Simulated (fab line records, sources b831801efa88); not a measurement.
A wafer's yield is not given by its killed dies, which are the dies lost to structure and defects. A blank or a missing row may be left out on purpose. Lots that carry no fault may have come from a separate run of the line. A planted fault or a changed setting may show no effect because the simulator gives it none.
fab line records	flow sky130
record: lots: 6	wafers: 18	last_day: 50
route steps=708 shown LDD_N@252 LDD_P@255 LDD_HVN@267 PAD_OPEN@708
lots untouched by any fault: they come from a run of this same line in which no faults occurred
start_h: hours from the record's opening day to when the first of the lot's shown wafers began	wait_h: time in hours since the lot's previous step	" as in the row above	L1.1+2: a row that stands for several wafers	- no value present, or no start provided	* or withheld: withheld	< > ~ a bound
route shown NAME@n: a module of which the file shows steps, and the number in the route of the first	usual: mean and standard deviation over wafers with no fault	same: alike in all rows	chamber/n: place in a boat	sites: readings site by site	_std_site: standard deviation of those values	_edge_site: the outer-site mean with the inner-site mean subtracted	radius_mm: how far each site lies from the wafer's centre	mask NAME#n: copy n	behind: the most recent tool/chamber to have shaped the wafer	hold: what put the lot on hold/how long, in hours/how the hold closed	device: the n, p or np transistor that did not switch	end of line: tests run on the same wafers once the route is complete	a step with no rows: only its recipe	killed: dies that structure and defects cost at the first sort, which is not the same as the wafer's yield	map: the dies of a wafer, with x for killed, . for not killed, _ for no die there
set.NAME: the run value of the setting; set.NAME@STEP: its run value at that earlier step	model.NAME: the simulator's own value behind a step, which no gauge read
certain route steps with their lots: each step a table, each wafer a row
services: from which hour (start_h, from the record's first day; less than 0 if before it) a tool's chamber was out of use, for how many hours, and why
== steps ==
step: SKY_LDD_N_IMPLANT_15
recipe: species: BF2	energy_kev: 50	dose_cm2: 5e+12	tilt_deg: 30	rotation_deg: 270
step: SKY_LDD_N_STRIP_16
recipe: chemistry: O2/N2	power_w: 1400	pressure_mtorr: 1500	platen_temp_c: withheld	o2_flow_sccm: 3000	n2_flow_sccm: 300	overash_fraction: 0.5
usual: drypump_motor_current_A: 5.77/0.27	oes_product_au: 0.407/0.0042	strip_time_to_endpoint_s: 4.318/0.013
same: overash_fraction: 0.5
lot.wafer	tool	chamber	start_h	wait_h	drypump_motor_current_A	oes_product_au	rf_hours_counter_h	strip_time_to_endpoint_s
L285.1	plasma_asher-02	1	482.46	0.1	5.80	0.402	82	4.298
L285.3	"	0	"	"	5.63	0.409	-	4.311
L285.6	"	1	"	"	5.80	0.404	-	4.309
L289.2	plasma_asher-01	1	487.44	0.1	6.27	0.407	37	4.319
L289.3	"	0	"	"	5.94	0.397	-	4.341
L289.5	"	0	"	"	5.98	0.405	-	4.331
L290.1	plasma_asher-01	0	498.54	0.1	5.99	0.406	37	4.351
L290.3	"	1	"	"	6.28	0.412	-	4.317
L290.5	"	1	"	"	6.29	0.402	-	4.318
L292.4	plasma_asher-02	0	502.99	0.1	5.61	0.402	-	4.327
L292.5	"	0	"	"	5.63	0.409	-	4.316
L292.6	"	1	"	"	5.79	0.401	-	4.302
L293.1	plasma_asher-01	1	505.94	0.1	6.30	0.399	38	4.310
L293.2	"	0	"	"	5.97	0.410	38	4.299
L293.4	"	0	"	"	6.00	0.412	-	4.302
L303.2	plasma_asher-02	1	598.15	0.1	5.80	0.412	94	4.320
L303.4	"	1	"	"	5.77	0.409	-	4.317
L303.5	"	1	"	"	5.79	0.406	-	4.311
step: SKY_LDD_N_TW_MEAS_17
usual: LDD_N_TW: 2578/15
lot.wafer	tool	chamber	start_h	wait_h	LDD_N_TW
L285.1	film_metro-01	-	482.56	0.1	2583
L285.3	"	-	"	"	2575
L285.6	"	-	"	"	2583
L289.2	film_metro-04	-	487.55	0.1	2578
L289.3	"	-	"	"	2569
L289.5	"	-	"	"	2567
L290.1	film_metro-04	-	498.64	0.1	2587
L290.3	"	-	"	"	2573
L290.5	"	-	"	"	2582
L292.4	film_metro-02	-	503.09	0.1	2566
L292.5	"	-	"	"	2560
L292.6	"	-	"	"	2575
L293.1	film_metro-01	-	506.04	0.1	2590
L293.2	"	-	"	"	2603
L293.4	"	-	"	"	2603
L303.2	film_metro-02	-	598.26	0.1	2580
L303.4	"	-	"	"	2571
L303.5	"	-	"	"	2570
step: SKY_LDD_P_DEHYDRATE_00
recipe: temp_c: 200	time_s: 60
step: SKY_LDD_P_HMDS_01
recipe: prime_time_s: 60	prime_temp_c: 120
step: SKY_LDD_P_COAT_02
recipe: resist: NOVOLAK	spin_rpm: 3000	resist_thk_nm: 1140
step: SKY_LDD_P_SOFTBAKE_03
recipe: temp_c: 90	time_s: 60	resist: NOVOLAK
step: SKY_LDD_P_EXPOSE_04
recipe: mask_id: PSDM	na: 0.6	source_shape: conventional	sigma_outer: 0.6	polarization: unpolarized	target_cd_nm: 380	dose_mj: 138
step: SKY_LDD_P_PEB_05
recipe: temp_c: withheld	time_s: *	resist: NOVOLAK
step: SKY_LDD_P_DEVELOP_06
recipe: resist: NOVOLAK	developer: TMAH	develop_time_s: 60	dev_temp_c: 23
step: SKY_LDD_P_CD_MEAS_07
recipe: target_cd_nm: 380
usual: cd_nm: 380.6/2.5
lot.wafer	tool	chamber	start_h	wait_h	cd_nm
L285.1	cd_sem-02	-	513.02	0.1	377.4
L285.3	"	-	"	"	377.7
L285.6	"	-	"	"	377.2
L289.2	cd_sem-02	-	517.57	0.1	378.1
L289.3	"	-	"	"	376.8
L289.5	"	-	"	"	379.2
L290.1	cd_sem-01	-	529.41	0.1	384.0
L290.3	"	-	"	"	386.5
L290.5	"	-	"	"	388.6
L292.4	cd_sem-02	-	533.31	0.1	381.1
L292.5	"	-	"	"	382.7
L292.6	"	-	"	"	382.3
L293.1	cd_sem-01	-	535.82	0.1	376.4
L293.2	"	-	"	"	380.4
L293.4	"	-	"	"	378.3
L303.2	cd_sem-01	-	626.78	0.1	381.9
L303.4	"	-	"	"	383.5
L303.5	"	-	"	"	381.3
step: SKY_LDD_P_OVL_MEAS_08
usual: LDD_P_OVL: 0.9/1.3
lot.wafer	tool	chamber	start_h	wait_h	LDD_P_OVL[nm]
L285.1	overlay-02	-	513.14	0.1	-0.5
L285.3	"	-	"	"	0.0
L285.6	"	-	"	"	1.2
L289.2	overlay-02	-	517.68	0.1	-2.1
L289.3	"	-	"	"	-1.1
L289.5	"	-	"	"	-0.5
L290.1	overlay-02	-	529.53	0.1	0.5
L290.3	"	-	"	"	1.6
L290.5	"	-	"	"	1.0
L292.4	overlay-02	-	533.39	0.1	0.0
L292.5	"	-	"	"	-0.9
L292.6	"	-	"	"	-0.2
L293.1	overlay-02	-	535.94	0.1	-1.7
L293.2	"	-	"	"	0.6
L293.4	"	-	"	"	1.1
L303.2	overlay-01	-	626.89	0.1	1.0
L303.4	"	-	"	"	3.2
L303.5	"	-	"	"	2.3
step: SKY_LDD_P_IMPLANT_09
recipe: species: BF2	energy_kev: 24.5	dose_cm2: 1e+13	tilt_deg: withheld
lot.wafer	tool	chamber	start_h	wait_h
L285.1+3+6	implanter-02	0	513.17	0.0
L289.2+3+5	implanter-02	0	517.73	0.0
L290.1+3+5	implanter-02	0	529.57	0.0
L290.1+3+5	implanter-02	0	529.89	0.3
L292.4+5+6	implanter-02	0	533.48	0.1
L293.1+2+4	implanter-03	0	535.97	0.0
L293.1+2+4	implanter-03	0	536.29	0.3
L303.2+4+5	implanter-02	0	626.94	0.0
step: SKY_LDD_P_STRIP_10
recipe: chemistry: O2/N2	power_w: 1400	pressure_mtorr: 1500	platen_temp_c: withheld	o2_flow_sccm: 3000	n2_flow_sccm: 300	overash_fraction: 0.5
usual: drypump_motor_current_A: 5.86/0.26	oes_product_au: 0.715/0.0041	strip_time_to_endpoint_s: 14.18/0.039
same: overash_fraction: 0.5
lot.wafer	tool	chamber	start_h	wait_h	drypump_motor_current_A	oes_product_au	rf_hours_counter_h	strip_time_to_endpoint_s
L285.1	plasma_asher-02	0	513.32	0.1	5.60	0.716	85	14.17
L285.3	"	0	"	"	5.60	0.720	-	14.18
L285.6	"	1	"	"	5.82	0.711	-	14.14
L289.2	plasma_asher-04	0	517.86	0.1	5.59	0.709	9	14.16
L289.3	"	0	"	"	5.58	0.713	-	14.18
L289.5	"	0	"	"	5.56	0.716	-	14.19
L290.1	plasma_asher-02	1	530.04	0.1	5.76	0.726	87	14.13
L290.3	"	0	"	"	5.62	0.721	-	14.13
L290.5	"	1	"	"	5.78	0.711	-	14.13
L292.4	plasma_asher-04	1	533.59	0.1	6.15	0.715	-	14.20
L292.5	"	0	"	"	5.59	0.710	-	14.19
L292.6	"	1	"	"	6.19	0.711	-	14.20
L293.1	plasma_asher-02	1	536.44	0.1	5.77	0.720	88	14.18
L293.2	"	0	"	"	5.62	0.713	88	14.18
L293.4	"	0	"	"	5.63	0.720	-	14.15
L303.2	plasma_asher-01	1	627.07	0.1	6.26	0.720	48	14.22
L303.4	"	1	"	"	6.29	0.722	-	14.17
L303.5	"	1	"	"	6.28	0.716	-	14.17
step: SKY_LDD_P_TW_MEAS_11
usual: LDD_P_TW: 634/3.8
lot.wafer	tool	chamber	start_h	wait_h	LDD_P_TW
L285.1	film_metro-04	-	513.42	0.1	633
L285.3	"	-	"	"	632
L285.6	"	-	"	"	635
L289.2	film_metro-01	-	517.97	0.1	634
L289.3	"	-	"	"	634
L289.5	"	-	"	"	634
L290.1	film_metro-04	-	530.14	0.1	784
L290.3	"	-	"	"	785
L290.5	"	-	"	"	784
L290.1	film_metro-04	-	530.46	0.3	782
L290.3	"	-	"	"	784
L290.5	"	-	"	"	780
L292.4	film_metro-04	-	533.69	0.1	630
L292.5	"	-	"	"	631
L292.6	"	-	"	"	631
L293.1	film_metro-04	-	536.58	0.1	785
L293.2	"	-	"	"	787
L293.4	"	-	"	"	786
L293.1	film_metro-04	-	536.86	0.3	780
L293.2	"	-	"	"	786
L293.4	"	-	"	"	785
L303.2	film_metro-01	-	627.18	0.1	636
L303.4	"	-	"	"	639
L303.5	"	-	"	"	635
step: SKY_LDD_HVN_DEHYDRATE_00
recipe: temp_c: 200	time_s: 60
step: SKY_PAD_OPEN_PROBE_99
usual: killed_at_M0_to_M3: 43/7.5	killed_at_M4_up: 3.0/1.6	killed_at_contacts: 23/5.8	killed_at_front_end: 14/4.8	killed_at_other: 0.3/0.52	killed_dies: 84/9.1	killed_open: 47/7.2	killed_short: 37/5.8
same: gross_dies: 492	killed_at_back_side: 0
lot.wafer	tool	chamber	start_h	wait_h	killed_at_M0_to_M3	killed_at_M4_up	killed_at_contacts	killed_at_front_end	killed_at_other	killed_dies	killed_open	killed_short	model.etest.tip_p.rs_ohm_sq	model.etest.pfet_01v8.r_on_ohm_um	model.etest.pfet_01v8.drive_ua_um	model.etest.sram_pfet_latch.drive_ua_um	model.etest.pfet_01v8_hvt.drive_ua_um	model.etest.pfet_01v8_mvt.drive_ua_um	model.etest.pfet_01v8_lvt.drive_ua_um	model.etest.ring_1v8.delay_ps
L285.1	prober-02	-	1134.47	0.1	41	3	26	14	2	86	53	33	6890	2935	189.7	155.7	142.2	153	174.5	21.75
L285.3	prober-02	-	1134.57	0.2	33	1	28	14	0	76	44	32	6807	2856	196.6	149.2	145.4	157.3	177.2	21.5
L285.6	prober-02	-	1134.72	0.2	34	1	36	20	0	91	59	32	6865	2918	194.2	147.8	144.6	153.6	173.6	21.37
L289.2	prober-02	-	1137.56	0.1	51	3	27	15	0	96	55	41	6805	2853	193.7	142.7	144.2	153.5	178.1	21.45
L289.3	prober-02	-	1137.61	0.2	54	1	27	12	0	94	53	41	6810	2872	195.3	150.6	146.2	152.5	178.2	21.21
L289.5	prober-02	-	1137.71	0.2	39	2	30	10	1	82	49	33	6828	2866	195.1	146	146.5	152.9	178.7	21.19
L290.1	prober-02	-	1143.63	0.1	37	3	18	17	0	75	43	32	3931	2642	219	161.1	164	164.6	182.1	19.95
L290.3	prober-02	-	1143.73	0.2	39	4	25	15	0	83	48	35	3976	2554	230.3	175.3	173.5	170.7	187.3	19.25
L290.5	prober-02	-	1143.83	0.2	35	1	26	16	1	79	44	35	3936	2690	213.8	165	161.1	165.6	180.5	20.57
L292.4	prober-01	-	1143.79	0.2	51	7	17	14	2	91	57	34	6996	2924	190.6	143.4	141.7	149.7	174.8	21.76
L292.5	prober-01	-	1143.84	0.2	42	1	21	12	1	77	40	37	6979	2968	187.5	138	140.5	148.3	174.5	22.33
L292.6	prober-01	-	1143.89	0.2	42	3	30	6	0	81	42	39	7000	2860	196.7	146.1	146.9	153.5	178.1	20.9
L293.1	prober-02	-	1145.13	0.1	46	1	23	11	0	81	44	37	3855	2553	227.3	167.3	171	173.6	190.5	19.81
L293.2	prober-02	-	1145.18	0.1	28	4	18	18	0	68	32	36	3852	2509	233.2	180.3	177.9	176.1	191.8	19.13
L293.4	prober-02	-	1145.28	0.2	38	5	11	14	0	68	33	35	3874	2537	229.8	169.7	173.2	174.5	190.2	19.47
L303.2	prober-02	-	1198.18	0.1	44	2	28	14	0	88	44	44	6912	2864	194.8	151	144.9	153.7	179.9	21.06
L303.4	prober-02	-	1198.28	0.2	32	3	24	16	0	75	45	30	6901	2872	194.2	145.9	143.5	153	177.6	21.16
L303.5	prober-02	-	1198.33	0.2	42	2	10	9	1	64	32	32	6974	2838	200.1	149.8	148.6	153.5	181.2	20.38
killed by level:class
L285.1 CONTACT:geometric_particle:open=14 METAL1:geometric_particle:short=10 VIA1:geometric_particle:open=8 VIA2:geometric_particle:open=6 VIA3:geometric_particle:open=5 CONTACT:geometric_particle:short=4 FIELD_ISO:geometric_particle:open=3 POLY_GATE:geometric_particle:short=3
L285.3 LI_CONTACT:geometric_particle:open=12 VIA1:geometric_particle:open=6 LOCAL_INTERCONNECT:geometric_particle:short=5 METAL1:geometric_particle:short=5 VIA3:geometric_particle:open=5 FIELD_ISO:geometric_particle:open=4 VIA2:geometric_particle:open=4 CONTACT:geometric_particle:open=4
L285.6 CONTACT:geometric_particle:open=13 LI_CONTACT:geometric_particle:open=11 VIA1:geometric_particle:open=8 CONTACT:geometric_particle:short=7 VIA2:geometric_particle:open=6 VIA3:geometric_particle:open=5 FIELD_ISO:geometric_particle:short=4 FIELD_ISO:geometric_particle:open=4
L289.2 VIA2:geometric_particle:open=11 VIA1:geometric_particle:open=10 CONTACT:geometric_particle:open=10 LI_CONTACT:geometric_particle:open=8 METAL1:geometric_particle:short=8 LOCAL_INTERCONNECT:geometric_particle:short=5 METAL3:geometric_particle:short=4 FIELD_ISO:geometric_particle:open=3
L289.3 VIA1:geometric_particle:open=12 VIA3:geometric_particle:open=10 LOCAL_INTERCONNECT:geometric_particle:short=8 VIA2:geometric_particle:open=8 METAL2:geometric_particle:short=6 FIELD_ISO:geometric_particle:open=5 LI_CONTACT:geometric_particle:open=5 CONTACT:geometric_particle:open=5
L289.5 VIA1:geometric_particle:open=11 CONTACT:geometric_particle:open=9 LI_CONTACT:geometric_particle:open=7 VIA3:geometric_particle:open=7 METAL2:geometric_particle:short=5 LI_CONTACT:geometric_particle:short=4 LOCAL_INTERCONNECT:geometric_particle:short=4 POLY_GATE:geometric_particle:open=3
L290.1 VIA1:geometric_particle:open=10 LI_CONTACT:geometric_particle:open=8 POLY_GATE:geometric_particle:open=6 VIA2:geometric_particle:open=5 VIA3:geometric_particle:short=4 VIA1:geometric_particle:short=4 METAL3:geometric_particle:short=4 FIELD_ISO:geometric_particle:open=3
L290.3 VIA3:geometric_particle:open=10 LI_CONTACT:geometric_particle:open=9 VIA1:geometric_particle:open=8 CONTACT:geometric_particle:open=8 FIELD_ISO:geometric_particle:short=6 VIA1:geometric_particle:short=6 FIELD_ISO:geometric_particle:open=4 POLY_GATE:geometric_particle:open=4
L292.4 VIA1:geometric_particle:open=12 VIA2:geometric_particle:open=10 VIA3:geometric_particle:open=8 CONTACT:geometric_particle:open=6 METAL4:geometric_particle:short=5 FIELD_ISO:geometric_particle:open=4 FIELD_ISO:geometric_particle:short=4 LI_CONTACT:geometric_particle:open=4
L290.5 VIA1:geometric_particle:open=9 CONTACT:geometric_particle:open=7 FIELD_ISO:geometric_particle:open=5 LI_CONTACT:geometric_particle:short=5 CONTACT:geometric_particle:short=5 VIA1:geometric_particle:short=5 POLY_GATE:geometric_particle:open=4 LOCAL_INTERCONNECT:geometric_particle:short=4
L292.5 CONTACT:geometric_particle:open=9 VIA1:geometric_particle:open=9 METAL3:geometric_particle:short=7 METAL2:geometric_particle:short=5 LI_CONTACT:geometric_particle:open=5 LOCAL_INTERCONNECT:geometric_particle:short=5 METAL1:geometric_particle:short=5 FIELD_ISO:geometric_particle:open=4
L292.6 VIA1:geometric_particle:open=14 LOCAL_INTERCONNECT:geometric_particle:short=8 CONTACT:geometric_particle:open=8 LI_CONTACT:geometric_particle:open=7 VIA1:geometric_particle:short=6 CONTACT:geometric_particle:short=5 VIA3:geometric_particle:open=4 METAL1:geometric_particle:short=4
L293.1 CONTACT:geometric_particle:open=9 VIA1:geometric_particle:open=8 CONTACT:geometric_particle:short=7 VIA3:geometric_particle:open=7 VIA2:geometric_particle:open=6 LI_CONTACT:geometric_particle:open=4 METAL1:geometric_particle:short=4 VIA1:geometric_particle:short=4
L293.2 CONTACT:geometric_particle:open=11 METAL1:geometric_particle:short=6 SPACER:geometric_particle:short=4 CONTACT:geometric_particle:short=4 VIA1:geometric_particle:short=4 FIELD_ISO:geometric_particle:short=3 FIELD_ISO:geometric_particle:open=3 VIA3:geometric_particle:open=3
L293.4 VIA1:geometric_particle:open=9 VIA3:geometric_particle:open=6 FIELD_ISO:geometric_particle:short=5 METAL2:geometric_particle:short=5 POLY_GATE:geometric_particle:short=4 VIA2:geometric_particle:open=4 LI_CONTACT:geometric_particle:open=3 LOCAL_INTERCONNECT:geometric_particle:short=3
L303.2 VIA1:geometric_particle:open=9 VIA3:geometric_particle:open=9 CONTACT:geometric_particle:short=8 VIA1:geometric_particle:short=8 LI_CONTACT:geometric_particle:open=7 CONTACT:geometric_particle:open=6 FIELD_ISO:geometric_particle:open=5 VIA2:geometric_particle:open=5
L303.4 CONTACT:geometric_particle:open=8 VIA1:geometric_particle:open=8 LI_CONTACT:geometric_particle:open=7 VIA2:geometric_particle:open=6 METAL3:geometric_particle:short=5 FIELD_ISO:geometric_particle:open=4 POLY_GATE:geometric_particle:open=4 FIELD_ISO:geometric_particle:short=3
L303.5 VIA1:geometric_particle:open=7 VIA3:geometric_particle:open=7 METAL2:geometric_particle:short=6 CONTACT:geometric_particle:short=4 METAL1:geometric_particle:short=4 VIA2:geometric_particle:open=4 METAL3:geometric_particle:short=4 POLY_GATE:geometric_particle:open=3
== services ==
tool	chamber	start_h	hours	kind
plasma_asher-01	-	480.93	4.5	repair
plasma_asher-01	-	488.27	3.8	repair
implanter-03	-	490.99	6.1	repair
implanter-03	-	498.93	2.4	repair
plasma_asher-01	-	509.06	10.3	pm
plasma_asher-01	-	531.64	4.3	pm
implanter-02	-	562.60	0.7	repair
implanter-03	-	574.94	3.9	pm
plasma_asher-02	-	614.75	4.3	pm
implanter-03	-	626.17	2.4	repair
== key ==
first_sign: step: SKY_LDD_P_IMPLANT_09	reading: visit	direction: added
effect: step: SKY_LDD_P_TW_MEAS_11	reading: visit	direction: added
effect: step: SKY_LDD_P_TW_MEAS_11	reading: LDD_P_TW	direction: up	sigmas: 40	usual: 634	struck: 786
model_effect: step: SKY_PAD_OPEN_PROBE_99	value: etest.tip_p.rs_ohm_sq	without: 6743	struck: 3904
met_at SKY_LDD_P_IMPLANT_09
struck_wafers L290.1,L290.3,L290.5,L293.1,L293.2,L293.4
tester_left_out L290,L293
fault: kind: repeated_step_whole	tool: implanter-02,implanter-03,implanter-04	chamber: -	onset_h: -	steps: SKY_LDD_P_IMPLANT_09	times: 1	scope: struck_lots_only
tester_left_out: of these lots the tester's yield and bins aren't shown, on N5 and GAA mostly nor the transistor test; their killed dies are dies lost to structure and defects alone, not to doping, threshold or leakage, so they don't give the yield
